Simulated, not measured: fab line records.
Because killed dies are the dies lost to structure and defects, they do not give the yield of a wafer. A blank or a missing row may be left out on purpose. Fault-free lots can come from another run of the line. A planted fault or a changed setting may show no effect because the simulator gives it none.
Which tool was responsible?	flow gf180mcu	39 wafers from 13 lots sampled at 2 of the route's 602 steps

## WHAT THE GAUGES SHOWED, per wafer
GF_V5_THK_MEAS_25: measures by xrf.
lot	measured	on	V5_W_THK (nm)
L967	day 27 11:29	film_metro-02	339 345 343
L969	day 27 23:24	film_metro-03	340 342 344
L971	day 28 16:53	film_metro-03	333 340 337
L972	day 29 05:07	film_metro-03	339 340 346
L974	day 29 14:29	film_metro-02	333 338 340
L975	day 29 21:25	film_metro-03	341 344 340
L983	day 32 01:40	film_metro-03	340 338 348
L984	day 32 11:47	film_metro-03	340 342 346
L986	day 32 20:53	film_metro-04	352 348 345
L987	day 33 04:38	film_metro-04	350 345 343
L988	day 33 09:12	film_metro-03	343 344 343
L989	day 33 12:03	film_metro-03	340 339 345
L990	day 33 23:14	film_metro-04	350 345 350

## WHICH TOOL RAN EACH LOT (tool, then ch and the chambers of the sampled wafers, then the start)
lot	GF_MIM_SPUTTER_02
L967	pvd_sputter-01, day 24 17:11
L969	pvd_sputter-03, day 25 06:20
L971	pvd_sputter-03, day 26 01:56
L972	pvd_sputter-02, day 26 11:25
L974	pvd_sputter-02, day 27 02:24
L975	pvd_sputter-02, day 27 08:34
L983	pvd_sputter-03, day 29 17:23
L984	pvd_sputter-03, day 30 04:46
L986	pvd_sputter-02, day 30 12:56
L987	pvd_sputter-02, day 30 22:50
L988	pvd_sputter-01, day 31 03:38
L989	pvd_sputter-01, day 31 06:13
L990	pvd_sputter-01, day 31 19:53
- GF_MIM_SPUTTER_02: material AlCu, target thk 450 nm, time 23.9 s.

## WHAT THE TOOLS THEMSELVES READ (means of the sampled wafers that have a number; where no wafer has one, the mark that the record gives instead)
GF_MIM_SPUTTER_02.
lot	tool	throttle_valve_pct (%)
L967	pvd_sputter-01	29.8
L969	pvd_sputter-03	29.8
L971	pvd_sputter-03	29.1
L972	pvd_sputter-02	30.2
L974	pvd_sputter-02	29.6
L975	pvd_sputter-02	29.8
L983	pvd_sputter-03	29.0
L984	pvd_sputter-03	29.9
L986	pvd_sputter-02	30.2
L987	pvd_sputter-02	30.2
L988	pvd_sputter-01	29.0
L989	pvd_sputter-01	29.1
L990	pvd_sputter-01	30.5

## THE ANSWER, worked out from the rows above alone
Rule: the lots themselves supply what counts as usual. The widest of any qualifying gaps counts: lots, ordered by their means at a reading, are off when they make up no more than a third of the lots, leave a main group of 4 or more, and stand apart from it by 3 or more times the standard deviation of that group's means. Not used: any main group whose means are identical at the precision the tables above print for the reading. Also off: a lot with no number at a reading for which 4 or more lots have one. All remaining lots with rows at the step are treated as sound. After the gauges, taken in route order, come the tools' own readings; for these a lot's mean is taken, as printed above. The first step at which some lot is off is used, and at that step the reading that is off furthest; a lot without a number counts as furthest.
No lot is off on any of the readings shown, so nothing can be concluded from this.

## WHAT THE SIMULATOR HAD PUT IN
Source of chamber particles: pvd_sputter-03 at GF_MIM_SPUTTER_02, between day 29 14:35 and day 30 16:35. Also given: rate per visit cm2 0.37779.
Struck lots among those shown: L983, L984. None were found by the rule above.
